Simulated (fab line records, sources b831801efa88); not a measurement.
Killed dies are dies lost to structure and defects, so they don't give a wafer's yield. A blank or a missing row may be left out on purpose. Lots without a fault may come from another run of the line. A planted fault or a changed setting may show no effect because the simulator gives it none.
fab line records | flow gf180mcu
record lots=14 wafers=42 last_day=34
route steps=602 shown MVPSD@82 SALICIDE@281 CONTACT@304
lots that met no fault: from a run of the same line without faults
start_h: hours from the record's first day to the start of the lot's first wafer shown | wait_h: hours since the lot's step before | " the same as in the row above | L1.1+2: a row that stands for several wafers | - no value, or no start given | * or withheld: withheld | < > ~ a bound
route shown NAME@n: a module of which the file shows steps, and the number in the route of the first | usual: mean/standard deviation of fault-free wafers | same: alike in all rows | chamber/n: place in a boat | sites: the reading at each site | _std_site: their standard deviation | _edge_site: outer sites' mean less inner sites' | radius_mm: how far each site lies from the wafer's centre | mask NAME#n: copy n | behind: the tool/chamber that last shaped the wafer | hold: why the lot was held/for how many hours/how that ended | device: the transistor (n, p or np) that didn't switch | end of line: the same wafers' tests at the end of the route | a step without rows: its recipe alone | killed: dies lost to structure and defects at the first sort, not the wafer's yield | map: a wafer's dies, x killed, . not, _ none there
set.NAME: the setting as run; set.NAME@STEP: as run at that earlier step | model.NAME: the simulator's own value behind a step, which no gauge read
steps of the route over a sample of lots; a table a step, a row a wafer
services: from which hour (start_h, from the record's first day; less than 0 if before it) a tool's chamber was out of use, for how many hours, and why
## steps
# step GF_MVPSD_EXPOSE_04
# recipe mask_id=MVPSD target_cd_nm=1000 na=0.6 source_shape=conventional sigma_outer=0.6 dose_mj=260
# columns lot.wafer tool chamber start_h wait_h mask
L178.4+5+6 iline_stepper-02 0 90.50 - MVPSD#0
L179.2+4+6 iline_stepper-02 0 95.62 - MVPSD#0
L181.2+5+6 iline_stepper-02 0 104.22 - MVPSD#0
L182.2+3+6 iline_stepper-02 0 112.72 - MVPSD#0
L183.1+3+6 iline_stepper-01 0 117.33 - MVPSD#0
L184.1+5+6 iline_stepper-02 0 124.58 - MVPSD#0
L185.1+4+5 iline_stepper-01 0 130.92 - MVPSD#0
L186.3+5+6 iline_stepper-01 0 135.74 - MVPSD#0
L189.1+5+6 iline_stepper-01 0 155.04 - MVPSD#0
L190.1+2+3 iline_stepper-02 0 159.99 - MVPSD#0
L196.1+2+3 iline_stepper-02 0 194.87 - MVPSD#0
L197.2+3+6 iline_stepper-02 0 200.91 - MVPSD#0
L198.1+3+4 iline_stepper-02 0 208.14 - MVPSD#0
L201.4+5+6 iline_stepper-02 0 225.77 - MVPSD#0
# step GF_MVPSD_OVL_MEAS_07
# usual MVPSD_OVL=-0.4/1.3
# columns lot.wafer tool chamber start_h wait_h MVPSD_OVL[nm]
L178.4 overlay-02 - 97.49 - -2.0
L178.5 " - " " -3.0
L178.6 " - " " -3.7
L179.2 overlay-01 - 102.46 - -0.5
L179.4 " - " " 1.0
L179.6 " - " " -0.2
L181.2 overlay-01 - 111.46 - 0.0
L181.5 " - " " 1.0
L181.6 " - " " -1.0
L182.2 overlay-01 - 119.21 - 0.6
L182.3 " - " " 0.0
L182.6 " - " " -0.4
L183.1 overlay-02 - 124.52 - -0.9
L183.3 " - " " -1.0
L183.6 " - " " -1.0
L184.1 overlay-01 - 131.49 - -1.3
L184.5 " - " " -0.7
L184.6 " - " " -1.8
L185.1 overlay-02 - 138.10 - -2.0
L185.4 " - " " -2.3
L185.5 " - " " -1.9
L186.3 overlay-02 - 143.73 - -130.6
L186.5 " - " " -130.9
L186.6 " - " " -131.0
L189.1 overlay-02 - 162.65 - -131.1
L189.5 " - " " -130.5
L189.6 " - " " -130.7
L190.1 overlay-02 - 167.55 - -0.5
L190.2 " - " " -0.7
L190.3 " - " " 0.0
L196.1 overlay-02 - 203.12 - 0.4
L196.2 " - " " 1.2
L196.3 " - " " 0.5
L197.2 overlay-01 - 209.45 - -0.7
L197.3 " - " " 0.5
L197.6 " - " " -0.8
L198.1 overlay-01 - 216.90 - 0.5
L198.3 " - " " 1.7
L198.4 " - " " 0.2
L201.4 overlay-01 - 234.26 - -0.4
L201.5 " - " " -1.9
L201.6 " - " " -0.3
# step GF_SALICIDE_SPUTTER_03
# recipe material=TiN target_thk_nm=20 power_w=6500 time_s=16.7 chamber_pressure_pa=0.4
# usual throttle_valve_pct=30.0/1.2
# columns lot.wafer tool chamber start_h wait_h throttle_valve_pct
L178.4 pvd_sputter-01 - 337.14 0.0 30.4
L178.5 " - " " 31.2
L178.6 " - " " 30.8
L179.2 pvd_sputter-04 - 347.24 0.0 30.1
L179.4 " - " " 30.0
L179.6 " - " " 31.4
L181.2 pvd_sputter-04 - 355.42 0.0 29.9
L181.5 " - " " 29.9
L181.6 " - " " 31.0
L182.2 pvd_sputter-04 - 370.39 0.0 27.1
L182.3 " - " " 31.0
L182.6 " - " " 30.7
L183.1 pvd_sputter-03 - 378.03 0.0 30.2
L183.3 " - " " 31.1
L183.6 " - " " 30.3
L184.1 pvd_sputter-01 - 388.57 0.0 31.2
L184.5 " - " " 29.0
L184.6 " - " " 30.5
L185.1 pvd_sputter-03 - 398.90 0.0 29.9
L185.4 " - " " 31.1
L185.5 " - " " 30.3
L186.3 pvd_sputter-01 - 409.81 0.0 30.8
L186.5 " - " " 28.7
L186.6 " - " " 31.0
L189.1 pvd_sputter-01 - 442.26 0.0 30.9
L189.5 " - " " 31.1
L189.6 " - " " 30.5
L190.1 pvd_sputter-04 - 442.55 0.0 27.1
L190.2 " - " " 30.1
L190.3 " - " " 29.9
L196.1 pvd_sputter-04 - 496.65 0.0 29.9
L196.2 " - " " 27.3
L196.3 " - " " 30.0
L197.2 pvd_sputter-03 - 501.12 0.0 30.2
L197.3 " - " " 30.0
L197.6 " - " " 30.1
L198.1 pvd_sputter-04 - 511.44 0.0 30.7
L198.3 " - " " 27.2
L198.4 " - " " 29.6
L201.4 pvd_sputter-03 - 532.67 0.0 30.0
L201.5 " - " " 31.1
L201.6 " - " " 30.3
# step GF_CONTACT_ETCH_17
# recipe chemistry=C4F8/O2/Ar mask_material=KrF target=SiO2 stop_on=CoSi2 source_w=1500 bias_w=1200 pressure_mtorr=40 c4f8_flow_sccm=withheld O2_flow_sccm=6 Ar_flow_sccm=300 time_s=withheld target_depth_a=8600
# usual bias_w=1200/3.5 oes_product_au=0.813/0.0047
# columns lot.wafer tool chamber start_h wait_h bias_w oes_product_au
L178.4 rie_diel-01 1 - - 1205 0.818
L178.5 " 3 " " 1196 0.806
L178.6 " 0 " " 1193 0.807
L179.2 rie_diel-03 2 - - 1208 0.811
L179.4 " 2 " " 1202 0.811
L179.6 " 0 " " 1201 0.804
L181.2 rie_diel-01 0 - - 1202 0.815
L181.5 " 2 " " 1198 0.807
L181.6 " 1 " " 1198 0.814
L182.2 rie_diel-01 1 - - 1197 0.806
L182.3 " 0 " " 1196 0.817
L182.6 " 2 " " 1192 0.801
L183.1 rie_diel-04 1 - - 1198 0.817
L183.3 " 2 " " 1201 0.812
L183.6 " 0 " " 1198 0.816
L184.1 rie_diel-03 0 - - 1201 0.810
L184.5 " 0 " " 1200 0.817
L184.6 " 3 " " 1200 0.815
L185.1 rie_diel-01 3 - - 1201 0.807
L185.4 " 1 " " 1199 0.802
L185.5 " 3 " " 1200 0.809
L186.3 rie_diel-03 3 - - 1200 0.816
L186.5 " 0 " " 1202 0.808
L186.6 " 1 " " 1199 0.822
L189.1 rie_diel-01 0 - - 1202 0.818
L189.5 " 2 " " 1203 0.805
L189.6 " 3 " " 1200 0.817
L190.1 rie_diel-03 2 - - 1199 0.816
L190.2 " 3 " " 1198 0.807
L190.3 " 1 " " 1202 0.802
L196.1 rie_diel-01 2 - - 1198 0.818
L196.2 " 0 " " 1191 0.808
L196.3 " 1 " " 1194 0.822
L197.2 rie_diel-04 3 - - 1199 0.813
L197.3 " 1 " " 1197 0.810
L197.6 " 1 " " 1196 0.811
L198.1 rie_diel-03 3 - - 1209 0.806
L198.3 " 0 " " 1199 0.815
L198.4 " 1 " " 1201 0.810
L201.4 rie_diel-03 0 - - 1202 0.816
L201.5 " 3 " " 1197 0.820
L201.6 " 2 " " 1199 0.815
# step GF_CONTACT_THK_MEAS_26
# recipe thk_meas_gauge=xrf reads=W_of_CONTACT_CVD_24
# usual CONTACT_W_THK=302/3.4
# columns lot.wafer tool chamber start_h wait_h CONTACT_W_THK[nm]
L178.4 film_metro-02 - 360.72 0.1 306
L178.5 " - " " 305
L178.6 " - " " 304
L179.2 film_metro-02 - 371.39 0.1 309
L179.4 " - " " 305
L179.6 " - " " 305
L181.2 film_metro-04 - 379.14 0.1 299
L181.5 " - " " 303
L181.6 " - " " 300
L182.2 film_metro-04 - 394.65 0.1 303
L182.3 " - " " 304
L182.6 " - " " 302
L183.1 film_metro-03 - 402.92 0.1 300
L183.3 " - " " 305
L183.6 " - " " 303
L184.1 film_metro-03 - 413.39 0.1 297
L184.5 " - " " 296
L184.6 " - " " 295
L185.1 film_metro-04 - 424.18 0.1 303
L185.4 " - " " 303
L185.5 " - " " 303
L186.3 film_metro-04 - 435.85 0.1 308
L186.5 " - " " 304
L186.6 " - " " 308
L189.1 film_metro-02 - 469.13 0.1 302
L189.5 " - " " 304
L189.6 " - " " 305
L190.1 film_metro-04 - 469.40 0.1 295
L190.2 " - " " 301
L190.3 " - " " 301
L196.1 film_metro-03 - 521.83 0.1 299
L196.2 " - " " 301
L196.3 " - " " 299
L197.2 film_metro-04 - 526.90 0.1 299
L197.3 " - " " 298
L197.6 " - " " 302
L198.1 film_metro-02 - 536.85 0.1 307
L198.3 " - " " 301
L198.4 " - " " 303
L201.4 film_metro-04 - 556.91 0.1 295
L201.5 " - " " 296
L201.6 " - " " 297
## services
# columns tool chamber start_h hours kind
rie_diel-03 3 85.22 4.1 repair
rie_diel-01 0 130.74 15.9 repair
iline_stepper-02 - 139.75 0.8 repair
rie_diel-03 1 174.31 5.8 repair
rie_diel-01 1 190.06 9.8 repair
rie_diel-01 2 192.57 23.1 repair
rie_diel-01 1 208.36 2.7 repair
rie_diel-01 - 213.84 0.9 repair
iline_stepper-02 - 218.04 5.0 repair
rie_diel-01 0 250.25 4.6 repair
rie_diel-03 - 253.61 0.2 repair
pvd_sputter-04 - 257.80 2.1 repair
pvd_sputter-04 - 259.89 1.0 repair
iline_stepper-02 - 261.07 1.7 pm
rie_diel-03 0 267.50 2.6 repair
rie_diel-01 0 270.69 1.2 repair
rie_diel-03 2 273.85 5.9 repair
rie_diel-01 0 275.48 16.6 repair
rie_diel-03 0 325.37 6.8 repair
iline_stepper-02 - 341.67 2.1 repair
rie_diel-03 3 351.42 20.6 repair
rie_diel-03 2 411.04 3.9 repair
iline_stepper-02 - 479.21 1.7 pm
iline_stepper-02 - 519.93 8.0 repair
## key
first_sign step=GF_MVPSD_OVL_MEAS_07 reading=MVPSD_OVL direction=down sigmas=99+ usual=-0.4 struck=-130.8
effect none on later readings
met_at GF_MVPSD_EXPOSE_04
struck_lots L186,L189
tester_left_out L186,L189
not_acting_at GF_SALICIDE_SPUTTER_03,GF_CONTACT_ETCH_17,GF_CONTACT_THK_MEAS_26
onset_between 130.92 135.74
fault kind=scanner_matching_overlay tool=iline_stepper-01 chamber=- onset_h=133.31 steps=GF_MVPSD_EXPOSE_04 offset=-129.02
# tester_left_out: of these lots the tester's yield and bins aren't shown, on N5 and GAA mostly nor the transistor test; their killed dies are dies lost to structure and defects alone, not to doping, threshold or leakage, so they don't give the yield
